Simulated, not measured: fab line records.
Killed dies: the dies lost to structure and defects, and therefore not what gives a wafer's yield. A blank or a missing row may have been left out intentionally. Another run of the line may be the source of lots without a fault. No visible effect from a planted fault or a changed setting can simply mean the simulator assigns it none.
fab line records + flow sky130
[record]
- lots = 5
- wafers = 15
- last-day = 50
route steps=708 shown PASSIVATION@687 PAD_OPEN@694
lots with no fault: from the same line, run without faults
start-h: the number of hours between the record's first day and the start of the first shown wafer of the lot + wait-h: hours elapsed since this lot's preceding step + " the same as in the row above + L1.1+2: one row covering several wafers at once + - no value, or no start was given + * or withheld: withheld + < > ~ a bound
route shown NAME@n: NAME is a module with steps in the file, n the number in the route of the first one + usual: average and standard deviation across the fault-free wafers + same: alike in all rows + chamber/n: place in a boat + sites: each site's reading + _std_site: standard deviation across them + _edge_site: mean of outer sites minus mean of inner sites + radius-mm: for every site, how far away it sits from the centre of the wafer + mask NAME#n: copy n + behind: the most recent tool/chamber to have shaped the wafer + hold: the reason the lot was held/the length of the hold in hours/how it ended + device: names the non-switching transistor (n, p or np) + end of line: the route-end tests of the same wafers + a step without rows: its recipe alone + killed: at the first sort, the dies lost to defects and structure; wafer yield is something else + map: dies across one wafer; x = killed, . = not, _ = none there
set.NAME: setting as actually run; set.NAME@STEP: the setting as run at that earlier step + model.NAME: the simulator's own value behind a step, which no gauge read
lots at some steps of the route; a table a step, a row a wafer
services: from which hour (start-h, from the record's first day; less than 0 if before it) a tool's chamber was out of use, for how many hours, and why
[[steps]]
[step SKY_PASSIVATION_COAT_06]
[recipe]
- spin-rpm = 2000
- resist-thk-nm = 3000
[usual]
- exhaust-pa = 45.0/0.91
| lot.wafer | tool           | chamber | start-h | wait-h | exhaust-pa |
|-----------|----------------|---------|---------|--------|------------|
| L077.2    | litho-track-02 | 0       | 1060.95 | 0.1    | 45.0       |
| L077.4    | "              | 0       | "       | "      | 45.3       |
| L077.5    | "              | 0       | "       | "      | 44.0       |
| L078.1    | litho-track-01 | 0       | 1067.54 | 0.1    | 46.7       |
| L078.2    | "              | 0       | "       | "      | 46.1       |
| L078.5    | "              | 0       | "       | "      | 45.7       |
| L085.2    | litho-track-02 | 0       | 1110.05 | 0.1    | 43.5       |
| L085.5    | "              | 0       | "       | "      | 43.3       |
| L085.6    | "              | 0       | "       | "      | 42.9       |
| L092.1    | litho-track-03 | 0       | 1149.61 | 0.1    | 45.0       |
| L092.2    | "              | 0       | "       | "      | 45.0       |
| L092.5    | "              | 0       | "       | "      | 44.7       |
| L097.2    | litho-track-01 | 0       | 1171.16 | 0.1    | 46.1       |
| L097.4    | "              | 0       | "       | "      | 44.7       |
| L097.5    | "              | 0       | "       | "      | 45.8       |
[step SKY_PASSIVATION_SOFTBAKE_07]
[recipe]
- temp-c = 110
- time-s = withheld
[usual]
- exhaust-pa = 44.9/0.89
| lot.wafer | tool           | chamber | start-h | wait-h | exhaust-pa |
|-----------|----------------|---------|---------|--------|------------|
| L077.2    | litho-track-02 | 0       | 1061.11 | 0.1    | 44.9       |
| L077.4    | "              | 0       | "       | "      | 44.2       |
| L077.5    | "              | 0       | "       | "      | 44.9       |
| L078.1    | litho-track-01 | 0       | 1067.69 | 0.1    | 43.3       |
| L078.2    | "              | 0       | "       | "      | 43.8       |
| L078.5    | "              | 0       | "       | "      | 44.8       |
| L085.2    | litho-track-02 | 0       | 1110.21 | 0.1    | 43.6       |
| L085.5    | "              | 0       | "       | "      | 44.8       |
| L085.6    | "              | 0       | "       | "      | 44.2       |
| L092.1    | litho-track-03 | 0       | 1149.76 | 0.1    | 45.7       |
| L092.2    | "              | 0       | "       | "      | 44.9       |
| L092.5    | "              | 0       | "       | "      | 44.9       |
| L097.2    | litho-track-01 | 0       | 1171.32 | 0.1    | 45.6       |
| L097.4    | "              | 0       | "       | "      | 46.0       |
| L097.5    | "              | 0       | "       | "      | 46.3       |
[step SKY_PASSIVATION_EXPOSE_08]
[recipe]
- mask-id = NSM
- target-cd-nm = 3000
- na = 0.57
- dose-mj = 260
[usual]
- reticle-temp-C = 23.01/0.11
| lot.wafer | tool             | chamber | start-h | wait-h | mask  | reticle-temp-C |
|-----------|------------------|---------|---------|--------|-------|----------------|
| L077.2    | iline-stepper-01 | 0       | -       | -      | NSM#0 | 23.09          |
| L077.4    | "                | 0       | "       | "      | NSM#0 | 23.10          |
| L077.5    | "                | 0       | "       | "      | NSM#0 | 23.03          |
| L078.1    | iline-stepper-01 | 0       | -       | -      | NSM#0 | 22.98          |
| L078.2    | "                | 0       | "       | "      | NSM#0 | 22.94          |
| L078.5    | "                | 0       | "       | "      | NSM#0 | 22.90          |
| L085.2    | iline-stepper-02 | 0       | -       | -      | NSM#0 | 22.99          |
| L085.5    | "                | 0       | "       | "      | NSM#0 | 23.00          |
| L085.6    | "                | 0       | "       | "      | NSM#0 | 22.90          |
| L092.1    | iline-stepper-01 | 0       | -       | -      | NSM#0 | 23.15          |
| L092.2    | "                | 0       | "       | "      | NSM#0 | 23.09          |
| L092.5    | "                | 0       | "       | "      | NSM#0 | 23.16          |
| L097.2    | iline-stepper-02 | 0       | -       | -      | NSM#0 | 22.89          |
| L097.4    | "                | 0       | "       | "      | NSM#0 | 22.88          |
| L097.5    | "                | 0       | "       | "      | NSM#0 | 22.92          |
[step SKY_PASSIVATION_PEB_09]
[recipe]
- temp-c = 115
- time-s = withheld
[usual]
- exhaust-pa = 45.0/0.74
| lot.wafer | tool           | chamber | start-h | wait-h | exhaust-pa |
|-----------|----------------|---------|---------|--------|------------|
| L077.2    | litho-track-03 | 0       | -       | -      | 45.2       |
| L077.4    | "              | 0       | "       | "      | 44.2       |
| L077.5    | "              | 0       | "       | "      | 45.1       |
| L078.1    | litho-track-01 | 0       | -       | -      | 45.3       |
| L078.2    | "              | 0       | "       | "      | 45.1       |
| L078.5    | "              | 0       | "       | "      | 46.4       |
| L085.2    | litho-track-03 | 0       | -       | -      | 45.5       |
| L085.5    | "              | 0       | "       | "      | 45.4       |
| L085.6    | "              | 0       | "       | "      | 44.5       |
| L092.1    | litho-track-03 | 0       | -       | -      | 44.4       |
| L092.2    | "              | 0       | "       | "      | 44.7       |
| L092.5    | "              | 0       | "       | "      | 44.7       |
| L097.2    | litho-track-02 | 0       | -       | -      | 46.2       |
| L097.4    | "              | 0       | "       | "      | 44.7       |
| L097.5    | "              | 0       | "       | "      | 45.2       |
[step SKY_PASSIVATION_DEVELOP_10]
[recipe]
- develop-time-s = 60
- dev-temp-c = 23
[usual]
- exhaust-pa = 44.6/0.89
| lot.wafer | tool           | chamber | start-h | wait-h | exhaust-pa |
|-----------|----------------|---------|---------|--------|------------|
| L077.2    | litho-track-03 | 0       | -       | -      | 43.9       |
| L077.4    | "              | 0       | "       | "      | 44.1       |
| L077.5    | "              | 0       | "       | "      | 44.6       |
| L078.1    | litho-track-01 | 0       | -       | -      | 45.9       |
| L078.2    | "              | 0       | "       | "      | 43.8       |
| L078.5    | "              | 0       | "       | "      | 44.5       |
| L085.2    | litho-track-03 | 0       | -       | -      | 44.1       |
| L085.5    | "              | 0       | "       | "      | 44.5       |
| L085.6    | "              | 0       | "       | "      | 45.3       |
| L092.1    | litho-track-03 | 0       | -       | -      | 45.1       |
| L092.2    | "              | 0       | "       | "      | 44.1       |
| L092.5    | "              | 0       | "       | "      | 45.3       |
| L097.2    | litho-track-02 | 0       | -       | -      | 46.1       |
| L097.4    | "              | 0       | "       | "      | 46.5       |
| L097.5    | "              | 0       | "       | "      | 45.4       |
[step SKY_PASSIVATION_ETCH_11]
[recipe]
- chemistry = CF4/O2
- target-depth-nm = 725
- stop-on = AlCu
- source-w = 800
- bias-w = 151.7
- pressure-mtorr = 150
- cf4-flow-sccm = 80
- O2_flow_sccm = 10
- time-s = 161.1
[usual]
- drypump-motor-current-A = 5.8/0.39
- oes-product-au = 0.979/0.0078
- throttle-valve-pct = 5.964/0.0091
| lot.wafer | tool        | chamber | start-h | wait-h | drypump-motor-current-A | oes-product-au | rf-hours-counter-h | throttle-valve-pct |
|-----------|-------------|---------|---------|--------|-------------------------|----------------|--------------------|--------------------|
| L077.2    | rie-diel-04 | 0       | 1071.56 | -      | 5.6                     | 0.978          | 13                 | 5.969              |
| L077.4    | "           | 3       | "       | "      | 5.5                     | 0.990          | -                  | 5.959              |
| L077.5    | "           | 2       | "       | "      | 6.3                     | 0.987          | -                  | 5.969              |
| L078.1    | rie-diel-04 | 2       | 1077.89 | -      | 6.3                     | 0.982          | 20                 | 5.967              |
| L078.2    | "           | 3       | "       | "      | 5.5                     | 0.980          | 15                 | 5.952              |
| L078.5    | "           | 2       | "       | "      | 6.3                     | 0.976          | -                  | 5.957              |
| L085.2    | rie-diel-03 | 1       | 1119.86 | -      | 5.7                     | 0.978          | 11                 | 5.959              |
| L085.5    | "           | 3       | "       | "      | 5.5                     | 0.977          | -                  | 5.967              |
| L085.6    | "           | 0       | "       | "      | 5.7                     | 0.981          | -                  | 5.959              |
| L092.1    | rie-diel-04 | 3       | 1158.86 | -      | 5.5                     | 0.976          | 18                 | 5.962              |
| L092.2    | "           | 1       | "       | "      | 6.7                     | 0.979          | 18                 | 5.965              |
| L092.5    | "           | 3       | "       | "      | 5.5                     | 0.973          | -                  | 5.960              |
| L097.2    | rie-diel-03 | 0       | 1179.62 | -      | 5.7                     | 0.977          | 17                 | 5.967              |
| L097.4    | "           | 1       | "       | "      | 5.7                     | 0.986          | 14                 | 5.975              |
| L097.5    | "           | 1       | "       | "      | 5.7                     | 0.995          | -                  | 5.967              |
[step SKY_PASSIVATION_STRIP_12]
[recipe]
- chemistry = O2/N2
- power-w = 1400
- pressure-mtorr = 1500
- platen-temp-c = withheld
- overash-fraction = 0.7
- o2-flow-sccm = 3000
- n2-flow-sccm = 300
[usual]
- drypump-motor-current-A = 5.6/0.32
- n2-flow-sccm = 299.9/0.86
- oes-product-au = 0.661/0.0048
- strip-time-to-endpoint-s = 31.50/0.14
| lot.wafer | tool            | chamber | start-h | wait-h | drypump-motor-current-A | n2-flow-sccm | oes-product-au | rf-hours-counter-h | strip-time-to-endpoint-s |
|-----------|-----------------|---------|---------|--------|-------------------------|--------------|----------------|--------------------|--------------------------|
| L077.2    | plasma-asher-02 | 1       | 1071.66 | 0.1    | 5.3                     | 301.4        | 0.660          | 96                 | 31.59                    |
| L077.4    | "               | 0       | "       | "      | 5.7                     | 301.3        | 0.657          | -                  | 31.70                    |
| L077.5    | "               | 0       | "       | "      | 5.7                     | 300.2        | 0.666          | -                  | 31.66                    |
| L078.1    | plasma-asher-01 | 1       | 1077.99 | 0.1    | 5.6                     | 299.5        | 0.656          | 65                 | 31.56                    |
| L078.2    | "               | 0       | "       | "      | 5.7                     | 299.7        | 0.661          | 65                 | 31.59                    |
| L078.5    | "               | 0       | "       | "      | 5.7                     | 300.2        | 0.662          | -                  | 31.64                    |
| L085.2    | plasma-asher-02 | 1       | 1119.96 | 0.1    | 5.2                     | 298.6        | 0.661          | 100                | 31.55                    |
| L085.5    | "               | 1       | "       | "      | 5.2                     | 298.5        | 0.654          | -                  | 31.28                    |
| L085.6    | "               | 0       | "       | "      | 5.6                     | 299.5        | 0.665          | -                  | 31.60                    |
| L092.1    | plasma-asher-04 | 1       | 1158.96 | 0.1    | 5.0                     | 302.2        | 0.654          | 41                 | 31.57                    |
| L092.2    | "               | 0       | "       | "      | 6.0                     | 299.4        | 0.663          | 41                 | 31.56                    |
| L092.5    | "               | 1       | "       | "      | 5.0                     | 300.7        | 0.662          | -                  | 31.60                    |
| L097.2    | plasma-asher-04 | 1       | 1179.73 | 0.1    | 5.0                     | 299.8        | 0.667          | 43                 | 31.41                    |
| L097.4    | "               | 0       | "       | "      | 6.0                     | 298.8        | 0.665          | -                  | 31.32                    |
| L097.5    | "               | 1       | "       | "      | 5.0                     | 298.2        | 0.657          | -                  | 31.30                    |
[step SKY_PAD_OPEN_DEHYDRATE_00]
[recipe]
- temp-c = 200
- time-s = 60
[usual]
- exhaust-pa = 44.9/0.87
| lot.wafer | tool           | chamber | start-h | wait-h | exhaust-pa |
|-----------|----------------|---------|---------|--------|------------|
| L077.2    | litho-track-01 | 0       | 1081.26 | 9.6    | 43.7       |
| L077.4    | "              | 0       | "       | "      | 44.0       |
| L077.5    | "              | 0       | "       | "      | 42.9       |
| L078.1    | litho-track-04 | 0       | 1087.67 | 9.6    | 44.4       |
| L078.2    | "              | 0       | "       | "      | 44.7       |
| L078.5    | "              | 0       | "       | "      | 45.2       |
| L085.2    | litho-track-03 | 0       | 1129.48 | 9.5    | 45.3       |
| L085.5    | "              | 0       | "       | "      | 44.7       |
| L085.6    | "              | 0       | "       | "      | 45.2       |
| L092.1    | litho-track-04 | 0       | 1166.87 | 7.9    | 44.9       |
| L092.2    | "              | 0       | "       | "      | 45.3       |
| L092.5    | "              | 0       | "       | "      | 44.4       |
| L097.2    | litho-track-01 | 0       | 1187.36 | 7.6    | 46.5       |
| L097.4    | "              | 0       | "       | "      | 45.2       |
| L097.5    | "              | 0       | "       | "      | 45.2       |
[step SKY_PAD_OPEN_HMDS_01]
[recipe]
- prime-time-s = 60
- prime-temp-c = 120
[usual]
- exhaust-pa = 45.0/0.92
| lot.wafer | tool           | chamber | start-h | wait-h | exhaust-pa |
|-----------|----------------|---------|---------|--------|------------|
| L077.2    | litho-track-01 | 0       | 1081.41 | 0.1    | 45.3       |
| L077.4    | "              | 0       | "       | "      | 44.1       |
| L077.5    | "              | 0       | "       | "      | 44.4       |
| L078.1    | litho-track-04 | 0       | 1087.82 | 0.1    | 45.4       |
| L078.2    | "              | 0       | "       | "      | 44.3       |
| L078.5    | "              | 0       | "       | "      | 45.0       |
| L085.2    | litho-track-03 | 0       | 1129.63 | 0.1    | 44.0       |
| L085.5    | "              | 0       | "       | "      | 44.9       |
| L085.6    | "              | 0       | "       | "      | 45.5       |
| L092.1    | litho-track-04 | 0       | 1167.02 | 0.1    | 44.3       |
| L092.2    | "              | 0       | "       | "      | 45.2       |
| L092.5    | "              | 0       | "       | "      | 45.2       |
| L097.2    | litho-track-01 | 0       | 1187.51 | 0.1    | 44.6       |
| L097.4    | "              | 0       | "       | "      | 45.1       |
| L097.5    | "              | 0       | "       | "      | 45.7       |
[step SKY_PAD_OPEN_COAT_02]
[recipe]
- spin-rpm = 2000
- resist-thk-nm = 3000
[usual]
- exhaust-pa = 45.0/0.88
| lot.wafer | tool           | chamber | start-h | wait-h | exhaust-pa |
|-----------|----------------|---------|---------|--------|------------|
| L077.2    | litho-track-01 | 0       | 1081.56 | 0.1    | 45.0       |
| L077.4    | "              | 0       | "       | "      | 45.7       |
| L077.5    | "              | 0       | "       | "      | 45.8       |
| L078.1    | litho-track-04 | 0       | 1087.97 | 0.1    | 45.8       |
| L078.2    | "              | 0       | "       | "      | 46.3       |
| L078.5    | "              | 0       | "       | "      | 45.1       |
| L085.2    | litho-track-03 | 0       | 1129.78 | 0.1    | 46.6       |
| L085.5    | "              | 0       | "       | "      | 46.7       |
| L085.6    | "              | 0       | "       | "      | 45.9       |
| L092.1    | litho-track-04 | 0       | 1167.17 | 0.1    | 44.9       |
| L092.2    | "              | 0       | "       | "      | 45.2       |
| L092.5    | "              | 0       | "       | "      | 45.7       |
| L097.2    | litho-track-01 | 0       | 1187.66 | 0.1    | 43.5       |
| L097.4    | "              | 0       | "       | "      | 44.5       |
| L097.5    | "              | 0       | "       | "      | 45.8       |
[step SKY_PAD_OPEN_SOFTBAKE_03]
[recipe]
- temp-c = 110
- time-s = withheld
[usual]
- exhaust-pa = 45.0/0.94
| lot.wafer | tool           | chamber | start-h | wait-h | exhaust-pa |
|-----------|----------------|---------|---------|--------|------------|
| L077.2    | litho-track-01 | 0       | 1081.72 | 0.1    | 46.3       |
| L077.4    | "              | 0       | "       | "      | 47.5       |
| L077.5    | "              | 0       | "       | "      | 45.8       |
| L078.1    | litho-track-04 | 0       | 1088.12 | 0.1    | 44.5       |
| L078.2    | "              | 0       | "       | "      | 43.8       |
| L078.5    | "              | 0       | "       | "      | 44.1       |
| L085.2    | litho-track-03 | 0       | 1129.94 | 0.1    | 44.0       |
| L085.5    | "              | 0       | "       | "      | 44.8       |
| L085.6    | "              | 0       | "       | "      | 44.9       |
| L092.1    | litho-track-04 | 0       | 1167.32 | 0.1    | 45.5       |
| L092.2    | "              | 0       | "       | "      | 44.4       |
| L092.5    | "              | 0       | "       | "      | 45.0       |
| L097.2    | litho-track-01 | 0       | 1187.82 | 0.1    | 46.1       |
| L097.4    | "              | 0       | "       | "      | 46.0       |
| L097.5    | "              | 0       | "       | "      | 44.2       |
[step SKY_PAD_OPEN_EXPOSE_04]
[recipe]
- mask-id = PDM
- target-cd-nm = 60000
- na = 0.57
- dose-mj = 260
[usual]
- reticle-temp-C = 22.98/0.1
| lot.wafer | tool             | chamber | start-h | wait-h | mask  | reticle-temp-C |
|-----------|------------------|---------|---------|--------|-------|----------------|
| L077.2    | iline-stepper-02 | 0       | -       | -      | PDM#0 | 22.97          |
| L077.4    | "                | 0       | "       | "      | PDM#0 | 22.84          |
| L077.5    | "                | 0       | "       | "      | PDM#0 | 22.97          |
| L078.1    | iline-stepper-01 | 0       | -       | -      | PDM#0 | 23.02          |
| L078.2    | "                | 0       | "       | "      | PDM#0 | 23.10          |
| L078.5    | "                | 0       | "       | "      | PDM#0 | 23.11          |
| L085.2    | iline-stepper-01 | 0       | -       | -      | PDM#0 | 22.91          |
| L085.5    | "                | 0       | "       | "      | PDM#0 | 23.00          |
| L085.6    | "                | 0       | "       | "      | PDM#0 | 23.03          |
| L092.1    | iline-stepper-01 | 0       | -       | -      | PDM#0 | 23.15          |
| L092.2    | "                | 0       | "       | "      | PDM#0 | 22.98          |
| L092.5    | "                | 0       | "       | "      | PDM#0 | 23.01          |
| L097.2    | iline-stepper-01 | 0       | -       | -      | PDM#0 | 22.96          |
| L097.4    | "                | 0       | "       | "      | PDM#0 | 23.00          |
| L097.5    | "                | 0       | "       | "      | PDM#0 | 23.06          |
[step SKY_PAD_OPEN_PEB_05]
[recipe]
- temp-c = 115
- time-s = withheld
[usual]
- exhaust-pa = 45.1/0.94
| lot.wafer | tool           | chamber | start-h | wait-h | exhaust-pa |
|-----------|----------------|---------|---------|--------|------------|
| L077.2    | litho-track-03 | 0       | -       | -      | 45.0       |
| L077.4    | "              | 0       | "       | "      | 44.5       |
| L077.5    | "              | 0       | "       | "      | 45.1       |
| L078.1    | litho-track-01 | 0       | -       | -      | 44.4       |
| L078.2    | "              | 0       | "       | "      | 44.8       |
| L078.5    | "              | 0       | "       | "      | 44.5       |
| L085.2    | litho-track-04 | 0       | -       | -      | 45.7       |
| L085.5    | "              | 0       | "       | "      | 45.7       |
| L085.6    | "              | 0       | "       | "      | 45.2       |
| L092.1    | litho-track-04 | 0       | -       | -      | 44.9       |
| L092.2    | "              | 0       | "       | "      | 44.3       |
| L092.5    | "              | 0       | "       | "      | 44.0       |
| L097.2    | litho-track-01 | 0       | -       | -      | 43.6       |
| L097.4    | "              | 0       | "       | "      | 43.8       |
| L097.5    | "              | 0       | "       | "      | 44.6       |
[step SKY_PAD_OPEN_DEVELOP_06]
[recipe]
- develop-time-s = 60
- dev-temp-c = 23
[usual]
- exhaust-pa = 45.1/0.97
| lot.wafer | tool           | chamber | start-h | wait-h | exhaust-pa |
|-----------|----------------|---------|---------|--------|------------|
| L077.2    | litho-track-03 | 0       | -       | -      | 45.5       |
| L077.4    | "              | 0       | "       | "      | 44.7       |
| L077.5    | "              | 0       | "       | "      | 45.5       |
| L078.1    | litho-track-01 | 0       | -       | -      | 46.6       |
| L078.2    | "              | 0       | "       | "      | 44.8       |
| L078.5    | "              | 0       | "       | "      | 46.2       |
| L085.2    | litho-track-04 | 0       | -       | -      | 44.2       |
| L085.5    | "              | 0       | "       | "      | 45.4       |
| L085.6    | "              | 0       | "       | "      | 45.1       |
| L092.1    | litho-track-04 | 0       | -       | -      | 44.6       |
| L092.2    | "              | 0       | "       | "      | 45.8       |
| L092.5    | "              | 0       | "       | "      | 44.5       |
| L097.2    | litho-track-01 | 0       | -       | -      | 44.8       |
| L097.4    | "              | 0       | "       | "      | 44.0       |
| L097.5    | "              | 0       | "       | "      | 43.9       |
[step SKY_PAD_OPEN_ETCH_07]
[recipe]
- chemistry = CF4/O2
- target-depth-nm = 725
- stop-on = AlCu
- source-w = 800
- bias-w = 150
- pressure-mtorr = 150
- cf4-flow-sccm = 80
- O2_flow_sccm = 10
- time-s = 161.1
[usual]
- drypump-motor-current-A = 5.8/0.38
- oes-product-au = 0.978/0.0071
- throttle-valve-pct = 5.964/0.0089
| lot.wafer | tool        | chamber | start-h | wait-h | drypump-motor-current-A | oes-product-au | rf-hours-counter-h | throttle-valve-pct |
|-----------|-------------|---------|---------|--------|-------------------------|----------------|--------------------|--------------------|
| L077.2    | rie-diel-03 | 0       | 1092.16 | -      | 5.7                     | 0.973          | 14                 | 5.964              |
| L077.4    | "           | 3       | "       | "      | 5.5                     | 0.992          | 19                 | 5.955              |
| L077.5    | "           | 0       | "       | "      | 5.7                     | 0.989          | -                  | 5.980              |
| L078.1    | rie-diel-04 | 1       | 1098.54 | -      | 6.7                     | 0.965          | 15                 | 5.976              |
| L078.2    | "           | 3       | "       | "      | 5.5                     | 0.971          | 16                 | 5.964              |
| L078.5    | "           | 3       | "       | "      | 5.5                     | 0.967          | -                  | 5.959              |
| L085.2    | rie-diel-04 | 0       | 1139.52 | -      | 5.6                     | 0.982          | 16                 | 5.967              |
| L085.5    | "           | 0       | "       | "      | 5.6                     | 0.978          | -                  | 5.965              |
| L085.6    | "           | 1       | "       | "      | 6.7                     | 0.980          | -                  | 5.972              |
| L092.1    | rie-diel-02 | 0       | 1175.32 | -      | 5.7                     | 0.969          | 26                 | 5.964              |
| L092.2    | "           | 3       | "       | "      | 5.8                     | 0.982          | 22                 | 5.962              |
| L092.5    | "           | 0       | "       | "      | 5.7                     | 0.977          | -                  | 5.965              |
| L097.2    | rie-diel-03 | 2       | 1195.19 | -      | 5.6                     | 0.973          | 25                 | 5.970              |
| L097.4    | "           | 3       | "       | "      | 5.5                     | 0.990          | 23                 | 5.974              |
| L097.5    | "           | 1       | "       | "      | 5.6                     | 0.984          | -                  | 5.966              |
[step SKY_PAD_OPEN_STRIP_08]
[recipe]
- chemistry = O2/N2
- power-w = 1400
- pressure-mtorr = 1500
- platen-temp-c = withheld
- overash-fraction = 0.7
- o2-flow-sccm = 3000
- n2-flow-sccm = 300
[usual]
- drypump-motor-current-A = 5.5/0.35
- n2-flow-sccm = 300.2/0.87
- oes-product-au = 0.663/0.0047
- strip-time-to-endpoint-s = 37.08/0.11
| lot.wafer | tool            | chamber | start-h | wait-h | drypump-motor-current-A | n2-flow-sccm | oes-product-au | rf-hours-counter-h | strip-time-to-endpoint-s |
|-----------|-----------------|---------|---------|--------|-------------------------|--------------|----------------|--------------------|--------------------------|
| L077.2    | plasma-asher-03 | 0       | 1092.26 | 0.1    | 5.1                     | 300.2        | 0.673          | 3                  | 37.06                    |
| L077.4    | "               | 0       | "       | "      | 5.1                     | 299.9        | 0.659          | -                  | 37.11                    |
| L077.5    | "               | 0       | "       | "      | 5.1                     | 299.6        | 0.659          | -                  | 37.10                    |
| L078.1    | plasma-asher-03 | 1       | 1098.64 | 0.1    | 5.9                     | 299.2        | 0.667          | 3                  | 36.90                    |
| L078.2    | "               | 0       | "       | "      | 5.0                     | 298.9        | 0.656          | 3                  | 36.93                    |
| L078.5    | "               | 0       | "       | "      | 5.0                     | 300.6        | 0.662          | -                  | 36.80                    |
| L085.2    | plasma-asher-03 | 0       | 1139.63 | 0.1    | 5.1                     | 301.7        | 0.662          | 7                  | 37.03                    |
| L085.5    | "               | 1       | "       | "      | 5.9                     | 299.6        | 0.660          | -                  | 37.15                    |
| L085.6    | "               | 0       | "       | "      | 5.1                     | 300.9        | 0.661          | -                  | 36.98                    |
| L092.1    | plasma-asher-02 | 1       | 1175.43 | 0.1    | 5.2                     | 300.1        | 0.665          | 105                | 37.13                    |
| L092.2    | "               | 0       | "       | "      | 5.6                     | 298.3        | 0.672          | 105                | 37.00                    |
| L092.5    | "               | 0       | "       | "      | 5.7                     | 299.1        | 0.652          | -                  | 37.08                    |
| L097.2    | plasma-asher-03 | 1       | 1195.29 | 0.1    | 5.9                     | 300.2        | 0.662          | 13                 | 37.05                    |
| L097.4    | "               | 0       | "       | "      | 5.0                     | 300.1        | 0.665          | -                  | 37.07                    |
| L097.5    | "               | 0       | "       | "      | 5.0                     | 301.5        | 0.657          | -                  | 37.22                    |
[step SKY_PAD_OPEN_STRIP_09]
[recipe]
- chemistry = post-etch-residue-remover
- time-s = 1200
- temp-c = 72.5
| lot.wafer  | tool         | chamber | start-h | wait-h |
|------------|--------------|---------|---------|--------|
| L077.2+4+5 | wet-bench-01 | 2       | 1092.36 | 0.1    |
| L078.1+2+5 | wet-bench-01 | 0       | 1098.79 | 0.1    |
| L085.2+5+6 | wet-bench-02 | 3       | 1139.73 | 0.1    |
| L092.1+2+5 | wet-bench-01 | 1       | 1175.53 | 0.1    |
| L097.2+4+5 | wet-bench-02 | 0       | 1195.39 | 0.1    |
[step SKY_PAD_OPEN_CLEAN_10]
[recipe]
- chemistry = IPA
- time-s = 180
- temp-c = 25
| lot.wafer  | tool         | chamber | start-h | wait-h |
|------------|--------------|---------|---------|--------|
| L077.2+4+5 | wet-bench-01 | 2       | 1092.70 | 0.0    |
| L078.1+2+5 | wet-bench-02 | 0       | 1099.13 | 0.0    |
| L085.2+5+6 | wet-bench-03 | 1       | 1140.07 | 0.0    |
| L092.1+2+5 | wet-bench-03 | 0       | 1175.87 | 0.0    |
| L097.2+4+5 | wet-bench-03 | 0       | 1195.74 | 0.0    |
[step SKY_PAD_OPEN_CLEAN_11]
[recipe]
- chemistry = O3/DIW
- dry = n2-spin
| lot.wafer  | tool         | chamber | start-h | wait-h |
|------------|--------------|---------|---------|--------|
| L077.2+4+5 | wet-bench-03 | 2       | 1092.76 | 0.0    |
| L078.1+2+5 | wet-bench-01 | 0       | 1099.19 | 0.0    |
| L085.2+5+6 | wet-bench-01 | 1       | 1140.13 | 0.0    |
| L092.1+2+5 | wet-bench-03 | 3       | 1175.93 | 0.0    |
| L097.2+4+5 | wet-bench-01 | 2       | 1195.80 | 0.0    |
[step SKY_PAD_OPEN_ANNEAL_12]
[recipe]
- temp-c = 400
- time-s = withheld
- ambient = N2/H2
- idle-temp-c = 300
- ramp-up-c-per-min = 8
- ramp-down-c-per-min = 4
[usual]
- tube_center_temp_C_max = 401.01/0.16
| lot.wafer | tool       | chamber | start-h | wait-h | tube_center_temp_C_max |
|-----------|------------|---------|---------|--------|------------------------|
| L077.2    | furnace-01 | 0       | 1092.85 | 0.0    | 401.12                 |
| L077.4    | "          | 0       | "       | "      | 400.84                 |
| L077.5    | "          | 0       | "       | "      | 401.09                 |
| L078.1    | furnace-02 | 0       | 1099.28 | 0.0    | 400.99                 |
| L078.2    | "          | 0       | "       | "      | 401.18                 |
| L078.5    | "          | 0       | "       | "      | 400.90                 |
| L085.2    | furnace-01 | 0       | 1140.22 | 0.0    | 401.24                 |
| L085.5    | "          | 0       | "       | "      | 400.98                 |
| L085.6    | "          | 0       | "       | "      | 401.13                 |
| L092.1    | furnace-02 | 0       | 1176.02 | 0.0    | 401.07                 |
| L092.2    | "          | 0       | "       | "      | 401.45                 |
| L092.5    | "          | 0       | "       | "      | 400.75                 |
| L097.2    | furnace-01 | 0       | 1195.89 | 0.0    | 400.97                 |
| L097.4    | "          | 0       | "       | "      | 400.84                 |
| L097.5    | "          | 0       | "       | "      | 401.05                 |
[step SKY_PAD_OPEN_BOW_MEAS_13]
[recipe]
- mode = bow
[usual]
- PAD_OPEN_BOW = 46/9.7
| lot.wafer | tool          | chamber | start-h | wait-h | PAD_OPEN_BOW[um] |
|-----------|---------------|---------|---------|--------|------------------|
| L077.2    | film-metro-03 | -       | 1094.37 | -      | 53               |
| L077.4    | "             | -       | "       | "      | 52               |
| L077.5    | "             | -       | "       | "      | 56               |
| L078.1    | film-metro-04 | -       | 1100.78 | -      | 40               |
| L078.2    | "             | -       | "       | "      | 48               |
| L078.5    | "             | -       | "       | "      | 42               |
| L085.2    | film-metro-02 | -       | 1141.74 | -      | 40               |
| L085.5    | "             | -       | "       | "      | 31               |
| L085.6    | "             | -       | "       | "      | 53               |
| L092.1    | film-metro-03 | -       | 1177.52 | -      | 48               |
| L092.2    | "             | -       | "       | "      | 43               |
| L092.5    | "             | -       | "       | "      | 46               |
| L097.2    | film-metro-02 | -       | 1197.41 | -      | 40               |
| L097.4    | "             | -       | "       | "      | 49               |
| L097.5    | "             | -       | "       | "      | 48               |
[[services]]
| tool             | chamber | start-h | hours | kind                    |
|------------------|---------|---------|-------|-------------------------|
| plasma-asher-01  | -       | 1038.69 | 1.6   | repair                  |
| plasma-asher-04  | -       | 1052.34 | 10.4  | repair                  |
| furnace-01       | -       | 1053.46 | 21.8  | pm                      |
| plasma-asher-03  | -       | 1055.25 | 9.0   | pm                      |
| plasma-asher-03  | 0       | 1055.25 | 9.0   | vent-cycle              |
| plasma-asher-03  | 1       | 1055.25 | 9.0   | vent-cycle              |
| rie-diel-04      | 1       | 1063.78 | 16.4  | repair                  |
| furnace-01       | -       | 1075.30 | 2.7   | pm                      |
| iline-stepper-01 | -       | 1077.29 | 2.1   | pm                      |
| iline-stepper-01 | -       | 1079.38 | -     | consumable-replace:lamp |
| furnace-02       | -       | 1090.99 | 3.7   | pm                      |
| wet-bench-03     | -       | 1098.84 | 0.8   | repair                  |
| plasma-asher-02  | -       | 1110.91 | 3.2   | repair                  |
| rie-diel-02      | -       | 1120.80 | 14.6  | pm                      |
| rie-diel-03      | 3       | 1123.96 | 1.6   | repair                  |
| rie-diel-02      | 2       | 1141.03 | 8.0   | repair                  |
| iline-stepper-01 | -       | 1141.60 | 0.8   | repair                  |
| rie-diel-03      | 2       | 1147.34 | 3.3   | repair                  |
| rie-diel-02      | 0       | 1151.83 | 22.0  | repair                  |
| iline-stepper-02 | -       | 1171.76 | 1.7   | pm                      |
| wet-bench-01     | -       | 1179.62 | 7.5   | repair                  |
| plasma-asher-01  | -       | 1188.42 | 1.3   | repair                  |
| furnace-01       | -       | 1189.65 | 4.7   | pm                      |
| rie-diel-04      | -       | 1194.71 | 0.3   | repair                  |
[[key]]
fault none
